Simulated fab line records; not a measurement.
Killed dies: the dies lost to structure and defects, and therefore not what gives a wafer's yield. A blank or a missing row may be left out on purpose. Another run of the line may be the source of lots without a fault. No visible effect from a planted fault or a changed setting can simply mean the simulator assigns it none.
fab line records | flow gf180mcu | part 1 of 2: steps 1 to 29 of 41
record lots=5 wafers=15 last-day=34
route steps=602 shown PSD@256 NSD@262 SAB@264 SALICIDE@278 CONTACT@287
lots that met no fault: taken from a fault-free run of the same line
start-h: start of the lot's first displayed wafer, in hours after the record's first day | wait-h: hours since the lot's step before | " the same as in the row above | L1.1+2: a row that stands for several wafers | - either no value or no given start | * or withheld: withheld | < > ~ a bound
route shown NAME@n: names a module that has steps shown in the file, with the first one's number in the route | usual: mean and standard deviation over wafers with no fault | same: alike in all rows | chamber/n: place in a boat | sites: the reading at each site | _std_site: the values' standard deviation | _edge_site: the outer-site mean with the inner-site mean subtracted | radius-mm: for every site, how far away it sits from the centre of the wafer | mask NAME#n: copy n | behind: the tool/chamber that last shaped the wafer | hold: reason for holding the lot/hours on hold/outcome of the hold | device: transistor that didn't switch, given as n, p or np | end of line: tests of these same wafers at the route's end | a step given without rows: its recipe and nothing more | killed: count of dies lost to structure and defects at first sort (not the wafer's yield) | map: shows each die of a wafer: x if killed, . if not, _ if none is there
set.NAME: the setting the step ran with; set.NAME@STEP: the setting that earlier step ran with | model.NAME: the simulator's own value behind a step, which no gauge read
a table for each step, a row for each wafer; lots at some steps of the route
services: from which hour (start-h, from the record's first day; less than 0 if before it) a tool's chamber was out of use, for how many hours, and why
## steps
# step GF_PSD_OVL_MEAS_08
# usual PSD_OVL=0.1/1.3
# columns lot.wafer tool chamber start-h wait-h PSD_OVL[nm]
L080.1 overlay-02 - 400.24 0.1 0.6
L080.4 " - " " -0.6
L080.6 " - " " -1.0
L086.1 overlay-02 - 412.99 0.1 0.6
L086.3 " - " " 1.5
L086.5 " - " " -0.1
L088.2 overlay-01 - 450.40 0.1 -0.1
L088.3 " - " " -0.2
L088.5 " - " " -0.5
L091.1 overlay-01 - 471.25 0.1 0.0
L091.3 " - " " -0.3
L091.4 " - " " 0.4
L096.1 overlay-01 - 523.64 0.1 3.0
L096.3 " - " " 1.3
L096.4 " - " " 1.3
# step GF_PSD_IMPLANT_09
# recipe species=BF2 energy-kev=40 dose-cm2=1.5e+15 tilt-deg=7
# usual tilt-deg=6.998/0.022
# same implant-ion-amu=49
# columns lot.wafer tool chamber start-h wait-h tilt-deg
L080.1 implanter-02 0 400.28 0.0 6.990
L080.4 " 0 " " 6.981
L080.6 " 0 " " 7.006
L086.1 implanter-04 0 413.03 0.0 7.029
L086.3 " 0 " " 6.995
L086.5 " 0 " " 7.001
L088.2 implanter-03 0 450.45 0.0 6.996
L088.3 " 0 " " 6.980
L088.5 " 0 " " 7.009
L091.1 implanter-04 0 471.29 0.0 7.014
L091.3 " 0 " " 6.963
L091.4 " 0 " " 6.966
L096.1 implanter-02 0 523.68 0.0 6.968
L096.3 " 0 " " 6.961
L096.4 " 0 " " 6.978
# step GF_PSD_STRIP_10
# recipe chemistry=O2/N2 power-w=1400 pressure-mtorr=1500 platen-temp-c=250 o2-flow-sccm=3000 n2-flow-sccm=300 overash-fraction=0.5
# usual drypump-motor-current-A=5.7/0.34 heater-power-w=326/26 oes-product-au=0.592/0.0045 strip-time-to-endpoint-s=16.54/0.034
# columns lot.wafer tool chamber start-h wait-h drypump-motor-current-A heater-power-w oes-product-au rf-hours-counter-h strip-time-to-endpoint-s
L080.1 plasma-asher-04 0 400.43 0.1 5.2 373 0.590 80 16.54
L080.4 " 1 " " 5.7 312 0.589 - 16.59
L080.6 " 1 " " 5.6 302 0.589 - 16.59
L086.1 plasma-asher-02 0 413.18 0.1 5.9 301 0.580 86 16.49
L086.3 " 0 " " 5.9 315 0.591 - 16.49
L086.5 " 0 " " 5.9 306 0.591 - 16.44
L088.2 plasma-asher-01 0 450.58 0.1 5.4 335 0.598 33 16.52
L088.3 " 0 " " 5.4 335 0.590 - 16.53
L088.5 " 1 " " 6.0 300 0.588 - 16.52
L091.1 plasma-asher-04 0 471.44 0.1 5.2 362 0.593 4 16.57
L091.3 " 0 " " 5.2 367 0.592 - 16.60
L091.4 " 1 " " 5.6 293 0.592 - 16.60
L096.1 plasma-asher-04 1 523.83 0.1 5.7 303 0.599 10 16.51
L096.3 " 1 " " 5.7 303 0.591 - 16.57
L096.4 " 0 " " 5.2 360 0.590 - 16.51
# step GF_PSD_TW_MEAS_11
# usual PSD_TW=3168/22
# columns lot.wafer tool chamber start-h wait-h PSD_TW
L080.1 film-metro-01 - 400.53 0.1 3161
L080.4 " - " " 3171
L080.6 " - " " 3171
L086.1 film-metro-01 - 413.28 0.1 3176
L086.3 " - " " 3191
L086.5 " - " " 3185
L088.2 film-metro-02 - 450.69 0.1 3181
L088.3 " - " " 3190
L088.5 " - " " 3182
L091.1 film-metro-02 - 471.54 0.1 3169
L091.3 " - " " 3161
L091.4 " - " " 3189
L096.1 film-metro-01 - 523.93 0.1 3134
L096.3 " - " " 3146
L096.4 " - " " 3160
# step GF_PSD_CLEAN_12
# recipe chemistry=SC1/SC2 mix=1:4:20 temp-c=70 time-s=150 dry=n2-spin
# same time-s=150
# columns lot.wafer tool chamber start-h wait-h
L080.1+4+6 wet-bench-03 0 400.59 0.1
L086.1+3+5 wet-bench-01 2 413.34 0.1
L088.2+3+5 wet-bench-01 1 450.74 0.0
L091.1+3+4 wet-bench-03 3 471.60 0.1
L096.1+3+4 wet-bench-01 3 523.99 0.1
# step GF_PSD_RTA_13
# recipe temp-c=1025 time-s=20 ambient=N2
# usual chamber-o2-ppm=1.997/0.021 lamp-power-pct=34/4.6 wafer_temp_C_max=1029.5/0.97
# same time-s=20
# columns lot.wafer tool chamber start-h wait-h chamber-o2-ppm lamp-power-pct wafer_temp_C_max
L080.1 rtp-anneal-01 0 400.64 0.0 2.025 39 1031.4
L080.4 " 0 " " 1.992 39 1030.1
L080.6 " 0 " " 1.992 39 1029.1
L086.1 rtp-anneal-02 0 413.39 0.0 1.984 30 1028.9
L086.3 " 0 " " 1.972 30 1028.9
L086.5 " 0 " " 2.005 30 1030.7
L088.2 rtp-anneal-02 0 450.80 0.0 1.999 30 1029.4
L088.3 " 0 " " 1.960 30 1028.7
L088.5 " 0 " " 1.970 30 1029.0
L091.1 rtp-anneal-02 0 471.65 0.0 1.971 30 1029.0
L091.3 " 0 " " 1.984 30 1028.7
L091.4 " 0 " " 1.986 30 1027.8
L096.1 rtp-anneal-01 0 524.09 0.0 1.997 39 1029.5
L096.3 " 0 " " 2.014 39 1029.1
L096.4 " 0 " " 1.991 39 1028.9
# step GF_PSD_RS_MEAS_14
# recipe thk-meas-gauge=four-point-probe
# usual NSD_RS=46.15/0.086
# columns lot.wafer tool chamber start-h wait-h NSD_RS[ohm/sq]
L080.1 film-metro-01 - 400.72 0.1 46.14
L080.4 " - " " 46.10
L080.6 " - " " 46.25
L086.1 film-metro-04 - 413.47 0.1 46.04
L086.3 " - " " 46.05
L086.5 " - " " 46.07
L088.2 film-metro-04 - 450.89 0.1 46.17
L088.3 " - " " 46.08
L088.5 " - " " 46.03
L091.1 film-metro-01 - 471.73 0.1 46.31
L091.3 " - " " 46.24
L091.4 " - " " 46.27
L096.1 film-metro-04 - 524.17 0.1 46.17
L096.3 " - " " 46.16
L096.4 " - " " 46.16
# step GF_PSD_RS_MEAS_15
# recipe thk-meas-gauge=four-point-probe
# usual PSD_RS=108.60/0.29
# columns lot.wafer tool chamber start-h wait-h PSD_RS[ohm/sq]
L080.1 film-metro-01 - 400.84 0.1 108.10
L080.4 " - " " 108.47
L080.6 " - " " 108.35
L086.1 film-metro-04 - 413.59 0.1 108.00
L086.3 " - " " 108.21
L086.5 " - " " 108.12
L088.2 film-metro-04 - 451.01 0.1 108.79
L088.3 " - " " 108.17
L088.5 " - " " 108.21
L091.1 film-metro-01 - 471.85 0.1 109.01
L091.3 " - " " 108.79
L091.4 " - " " 108.50
L096.1 film-metro-04 - 524.29 0.1 108.88
L096.3 " - " " 108.85
L096.4 " - " " 108.97
# step GF_SAB_CVD_00
# recipe material=SiO2 target-thk-nm=50 precursor=TEOS temp-c=400 time-s=4.9302 rf-w=600
# usual heater-power-w=683/120
# same time-s=4.9302
# columns lot.wafer tool chamber start-h wait-h heater-power-w
L080.1 pecvd-02 0 400.96 0.1 797
L080.4 " 0 " " 797
L080.6 " 2 " " 574
L086.1 pecvd-04 2 413.71 0.1 646
L086.3 " 0 " " 843
L086.5 " 1 " " 653
L088.2 pecvd-01 1 451.11 0.1 611
L088.3 " 0 " " 536
L088.5 " 1 " " 605
L091.1 pecvd-04 0 471.97 0.1 845
L091.3 " 2 " " 636
L091.4 " 1 " " 694
L096.1 pecvd-02 0 524.41 0.1 823
L096.3 " 2 " " 504
L096.4 " 1 " " 761
# step GF_SAB_THK_MEAS_01
# recipe reads=SiO2_of_SAB_CVD_00
# usual SAB_CVD_00_THK=50.3/0.78
# columns lot.wafer tool chamber start-h wait-h SAB_CVD_00_THK[nm]
L080.1 film-metro-04 - 400.98 0.0 50.0
L080.4 " - " " 51.6
L080.6 " - " " 50.2
L086.1 film-metro-01 - 413.73 0.0 49.6
L086.3 " - " " 49.5
L086.5 " - " " 50.6
L088.2 film-metro-01 - 451.14 0.0 48.7
L088.3 " - " " 49.2
L088.5 " - " " 49.8
L091.1 film-metro-04 - 471.99 0.0 50.5
L091.3 " - " " 50.3
L091.4 " - " " 51.0
L096.1 film-metro-01 - 524.43 0.0 50.2
L096.3 " - " " 49.4
L096.4 " - " " 51.7
# step GF_SAB_DEHYDRATE_02
# recipe temp-c=200 time-s=60
# same time-s=60
# columns lot.wafer tool chamber start-h wait-h
L080.1+4+6 litho-track-02 0 411.80 10.8
L086.1+3+5 litho-track-01 0 425.62 11.9
L088.2+3+5 litho-track-02 0 462.97 11.8
L091.1+3+4 litho-track-01 0 483.97 12.0
L096.1+3+4 litho-track-03 0 535.18 10.7
# step GF_SAB_HMDS_03
# recipe prime-time-s=60 prime-temp-c=120
# columns lot.wafer tool chamber start-h wait-h
L080.1+4+6 litho-track-02 0 411.95 0.1
L086.1+3+5 litho-track-01 0 425.77 0.1
L088.2+3+5 litho-track-02 0 463.12 0.1
L091.1+3+4 litho-track-01 0 484.12 0.1
L096.1+3+4 litho-track-03 0 535.33 0.1
# step GF_SAB_COAT_04
# recipe resist=NOVOLAK spin-rpm=3000 resist-thk-nm=1000
# columns lot.wafer tool chamber start-h wait-h
L080.1+4+6 litho-track-02 0 412.10 0.1
L086.1+3+5 litho-track-01 0 425.92 0.1
L088.2+3+5 litho-track-02 0 463.27 0.1
L091.1+3+4 litho-track-01 0 484.27 0.1
L096.1+3+4 litho-track-03 0 535.48 0.1
# step GF_SAB_SOFTBAKE_05
# recipe temp-c=90 time-s=60 resist=NOVOLAK
# same time-s=60
# columns lot.wafer tool chamber start-h wait-h
L080.1+4+6 litho-track-02 0 412.25 0.1
L086.1+3+5 litho-track-01 0 426.07 0.1
L088.2+3+5 litho-track-02 0 463.42 0.1
L091.1+3+4 litho-track-01 0 484.42 0.1
L096.1+3+4 litho-track-03 0 535.63 0.1
# step GF_SAB_EXPOSE_06
# recipe mask-id=SAB target-cd-nm=420 na=0.6 source-shape=conventional sigma-outer=0.6 dose-mj=140
# same sigma-outer=0.6
# columns lot.wafer tool chamber start-h wait-h mask
L080.1+4+6 iline-stepper-02 0 - - SAB#0
L086.1+3+5 iline-stepper-02 0 - - SAB#0
L088.2+3+5 iline-stepper-02 0 - - SAB#0
L091.1+3+4 iline-stepper-02 0 - - SAB#0
L096.1+3+4 iline-stepper-02 0 - - SAB#0
# step GF_SAB_PEB_07
# recipe temp-c=withheld time-s=* resist=NOVOLAK
# same time-s=*
# columns lot.wafer tool chamber start-h wait-h
L080.1+4+6 litho-track-01 0 - -
L086.1+3+5 litho-track-01 0 - -
L088.2+3+5 litho-track-02 0 - -
L091.1+3+4 litho-track-02 0 - -
L096.1+3+4 litho-track-01 0 - -
# step GF_SAB_DEVELOP_08
# recipe develop-time-s=60 dev-temp-c=23
# columns lot.wafer tool chamber start-h wait-h
L080.1+4+6 litho-track-01 0 424.22 0.1
L086.1+3+5 litho-track-01 0 438.72 0.1
L088.2+3+5 litho-track-02 0 475.37 0.1
L091.1+3+4 litho-track-02 0 496.10 0.1
L096.1+3+4 litho-track-01 0 546.87 0.1
# step GF_SAB_CD_MEAS_09
# recipe target-cd-nm=420
# usual cd-nm=420.0/2.2
# columns lot.wafer tool chamber start-h wait-h cd-nm
L080.1 cd-sem-01 - 424.37 0.1 420.9
L080.4 " - " " 420.6
L080.6 " - " " 421.5
L086.1 cd-sem-01 - 438.87 0.1 422.0
L086.3 " - " " 421.9
L086.5 " - " " 421.7
L088.2 cd-sem-01 - 475.52 0.1 418.2
L088.3 " - " " 419.8
L088.5 " - " " 422.0
L091.1 cd-sem-02 - 496.25 0.1 417.7
L091.3 " - " " 418.0
L091.4 " - " " 419.8
L096.1 cd-sem-02 - 547.02 0.1 421.8
L096.3 " - " " 421.7
L096.4 " - " " 419.7
# step GF_SAB_OVL_MEAS_10
# usual SAB_OVL=-0.1/1.3
# columns lot.wafer tool chamber start-h wait-h SAB_OVL[nm]
L080.1 overlay-02 - 424.49 0.1 -0.2
L080.4 " - " " -1.6
L080.6 " - " " -1.1
L086.1 overlay-01 - 438.99 0.1 0.4
L086.3 " - " " 0.3
L086.5 " - " " 1.3
L088.2 overlay-01 - 475.62 0.1 0.8
L088.3 " - " " -0.6
L088.5 " - " " 0.0
L091.1 overlay-01 - 496.37 0.1 1.1
L091.3 " - " " 0.8
L091.4 " - " " 2.7
L096.1 overlay-02 - 547.14 0.1 0.1
L096.3 " - " " -0.4
L096.4 " - " " 0.4
# step GF_SAB_ETCH_11
# recipe chemistry=C4F8/O2/Ar mask-material=NOVOLAK target=SiO2 target-depth-nm=55 source-w=1500 bias-w=1200 pressure-mtorr=40 c4f8-flow-sccm=withheld O2_flow_sccm=6 Ar_flow_sccm=300 time-s=8.5
# usual oes-product-au=0.998/0.011
# same time-s=8.5
# columns lot.wafer tool chamber start-h wait-h oes-product-au rf-hours-counter-h
L080.1 rie-diel-04 1 424.53 0.0 1.000 6
L080.4 " 2 " " 0.988 9
L080.6 " 1 " " 0.989 -
L086.1 rie-diel-01 0 439.03 0.0 1.006 51
L086.3 " 3 " " 0.996 19
L086.5 " 1 " " 0.983 -
L088.2 rie-diel-03 1 475.65 0.0 0.986 75
L088.3 " 0 " " 1.008 5
L088.5 " 1 " " 0.973 -
L091.1 rie-diel-04 1 496.40 0.0 1.002 7
L091.3 " 2 " " 1.008 11
L091.4 " 0 " " 0.998 68
L096.1 rie-diel-04 0 547.18 0.0 0.995 69
L096.3 " 3 " " 0.996 21
L096.4 " 1 " " 1.000 9
# step GF_SAB_WET_ETCH_12
# recipe chemistry=dHF target-depth-nm=22 dry=n2-spin target=SiO2 temp-c=25 dilution=100:1 time-s=440
# same time-s=440
# columns lot.wafer tool chamber start-h wait-h
L080.1+4+6 wet-bench-04 3 424.55 0.0
L086.1+3+5 wet-bench-04 2 439.05 0.0
L088.2+3+5 wet-bench-04 2 475.68 0.0
L091.1+3+4 wet-bench-04 1 496.42 0.0
L096.1+3+4 wet-bench-04 2 547.20 0.0
# step GF_SAB_STRIP_13
# recipe chemistry=O2/N2 power-w=1400 pressure-mtorr=1500 platen-temp-c=250 o2-flow-sccm=3000 n2-flow-sccm=300 overash-fraction=0.5
# usual drypump-motor-current-A=5.55/0.29 heater-power-w=311/40 oes-product-au=0.710/0.0047 strip-time-to-endpoint-s=12.62/0.037
# columns lot.wafer tool chamber start-h wait-h drypump-motor-current-A heater-power-w oes-product-au rf-hours-counter-h strip-time-to-endpoint-s
L080.1 plasma-asher-03 1 424.68 0.0 5.38 254 0.712 53 12.64
L080.4 " 1 " " 5.37 260 0.710 - 12.70
L080.6 " 0 " " 5.81 255 0.710 - 12.65
L086.1 plasma-asher-04 0 439.19 0.0 5.20 364 0.712 1 12.51
L086.3 " 0 " " 5.18 361 0.717 - 12.56
L086.5 " 1 " " 5.69 300 0.699 - 12.56
L088.2 plasma-asher-04 0 475.82 0.0 5.17 367 0.710 5 12.66
L088.3 " 1 " " 5.68 306 0.716 - 12.59
L088.5 " 0 " " 5.18 360 0.720 - 12.65
L091.1 plasma-asher-01 1 496.56 0.0 6.02 304 0.706 38 12.59
L091.3 " 1 " " 6.03 303 0.711 - 12.53
L091.4 " 0 " " 5.36 339 0.704 - 12.61
L096.1 plasma-asher-03 1 547.33 0.0 5.37 264 0.709 66 12.63
L096.3 " 1 " " 5.34 260 0.708 - 12.57
L096.4 " 0 " " 5.87 263 0.711 - 12.58
# step GF_SALICIDE_CLEAN_00
# recipe chemistry=SC1/SC2 mix=1:4:20 temp-c=70 time-s=150
# same time-s=150
# columns lot.wafer tool chamber start-h wait-h
L080.1+4+6 wet-bench-01 3 424.78 0.1
L086.1+3+5 wet-bench-01 3 439.29 0.1
L088.2+3+5 wet-bench-01 1 475.92 0.1
L091.1+3+4 wet-bench-01 2 496.66 0.1
L096.1+3+4 wet-bench-01 0 547.43 0.1
# step GF_SALICIDE_WET_ETCH_01
# recipe chemistry=dHF target-depth-nm=5 dry=ipa-marangoni target=SiO2 temp-c=25 dilution=100:1 time-s=100
# same time-s=100
# columns lot.wafer tool chamber start-h wait-h
L080.1+4+6 wet-bench-04 1 424.83 0.0
L086.1+3+5 wet-bench-03 1 439.35 0.0
L088.2+3+5 wet-bench-03 1 475.97 0.0
L091.1+3+4 wet-bench-03 0 496.71 0.0
L096.1+3+4 wet-bench-04 3 547.48 0.0
# step GF_SALICIDE_SPUTTER_02
# recipe material=Co target-thk-nm=10 power-w=1000 time-s=20 chamber-pressure-pa=0.4
# usual throttle-valve-pct=30.0/0.8
# same time-s=20
# columns lot.wafer tool chamber start-h wait-h throttle-valve-pct
L080.1 pvd-sputter-02 - 424.87 0.0 29.9
L080.4 " - " " 30.5
L080.6 " - " " 29.4
L086.1 pvd-sputter-01 - 439.38 0.0 29.9
L086.3 " - " " 29.4
L086.5 " - " " 28.7
L088.2 pvd-sputter-01 - 476.00 0.0 29.5
L088.3 " - " " 29.5
L088.5 " - " " 29.7
L091.1 pvd-sputter-01 - 496.74 0.0 29.6
L091.3 " - " " 29.9
L091.4 " - " " 29.5
L096.1 pvd-sputter-01 - 547.51 0.0 29.5
L096.3 " - " " 29.9
L096.4 " - " " 28.4
# step GF_SALICIDE_SPUTTER_03
# recipe material=TiN target-thk-nm=20 power-w=6500 time-s=16.7 chamber-pressure-pa=0.4
# usual throttle-valve-pct=30.0/0.8
# same time-s=16.7
# columns lot.wafer tool chamber start-h wait-h throttle-valve-pct
L080.1 pvd-sputter-02 - 424.90 0.0 29.6
L080.4 " - " " 30.6
L080.6 " - " " 29.4
L086.1 pvd-sputter-01 - 439.41 0.0 30.0
L086.3 " - " " 29.4
L086.5 " - " " 28.4
L088.2 pvd-sputter-01 - 476.03 0.0 29.1
L088.3 " - " " 29.7
L088.5 " - " " 29.8
L091.1 pvd-sputter-01 - 496.77 0.0 29.7
L091.3 " - " " 30.1
L091.4 " - " " 29.4
L096.1 pvd-sputter-01 - 547.54 0.0 29.4
L096.3 " - " " 30.1
L096.4 " - " " 28.6
# step GF_SALICIDE_RS_MEAS_04
# recipe thk-meas-gauge=four-point-probe reads=TiN_of_SALICIDE_SPUTTER_03+Co_of_SALICIDE_SPUTTER_02
# usual SALICIDE_TIN_RS=16.27/0.27
# columns lot.wafer tool chamber start-h wait-h SALICIDE_TIN_RS[ohm/sq]
L080.1 film-metro-02 - 424.92 0.0 16.48
L080.4 " - " " 16.41
L080.6 " - " " 15.67
L086.1 film-metro-02 - 439.44 0.0 16.50
L086.3 " - " " 16.09
L086.5 " - " " 15.95
L088.2 film-metro-01 - 476.08 0.0 16.60
L088.3 " - " " 16.11
L088.5 " - " " 16.47
L091.1 film-metro-02 - 496.80 0.0 16.82
L091.3 " - " " 16.90
L091.4 " - " " 16.94
L096.1 film-metro-01 - 547.57 0.0 16.42
L096.3 " - " " 16.42
L096.4 " - " " 16.57
# step GF_SALICIDE_THK_MEAS_05
# recipe thk-meas-gauge=xrf reads=TiN_of_SALICIDE_SPUTTER_03
# usual SALICIDE_TIN_THK=19.87/0.28
# columns lot.wafer tool chamber start-h wait-h SALICIDE_TIN_THK[nm]
L080.1 film-metro-02 - 425.04 0.1 19.64
L080.4 " - " " 19.72
L080.6 " - " " 19.93
L086.1 film-metro-02 - 439.56 0.1 20.06
L086.3 " - " " 20.34
L086.5 " - " " 20.18
L088.2 film-metro-01 - 476.19 0.1 19.84
L088.3 " - " " 20.33
L088.5 " - " " 19.91
L091.1 film-metro-02 - 496.92 0.1 19.65
L091.3 " - " " 19.92
L091.4 " - " " 19.71
L096.1 film-metro-01 - 547.69 0.1 19.92
L096.3 " - " " 19.88
L096.4 " - " " 19.71
# step GF_SALICIDE_RTA_06
# recipe temp-c=530 time-s=30 ambient=N2
# usual chamber-o2-ppm=2.001/0.022 lamp-power-pct=6.3/0.84 wafer_temp_C_max=532.3/0.57
# same time-s=30
# columns lot.wafer tool chamber start-h wait-h chamber-o2-ppm lamp-power-pct wafer_temp_C_max
L080.1 rtp-anneal-01 0 425.10 0.1 1.993 7.1 532.1
L080.4 " 0 " " 1.983 7.1 532.5
L080.6 " 0 " " 2.015 7.1 532.2
L086.1 rtp-anneal-01 0 439.62 0.1 1.950 7.1 532.5
L086.3 " 0 " " 2.010 7.1 532.5
L086.5 " 0 " " 2.003 7.1 532.4
L088.2 rtp-anneal-01 0 476.25 0.1 1.988 7.1 533.5
L088.3 " 0 " " 1.998 7.1 533.1
L088.5 " 0 " " 2.015 7.1 532.4
L091.1 rtp-anneal-02 0 496.98 0.1 2.024 5.4 532.5
L091.3 " 0 " " 2.005 5.4 531.8
L091.4 " 0 " " 2.009 5.4 532.6
L096.1 rtp-anneal-02 0 547.75 0.1 2.005 5.4 532.2
L096.3 " 0 " " 1.995 5.4 531.8
L096.4 " 0 " " 1.959 5.5 531.6
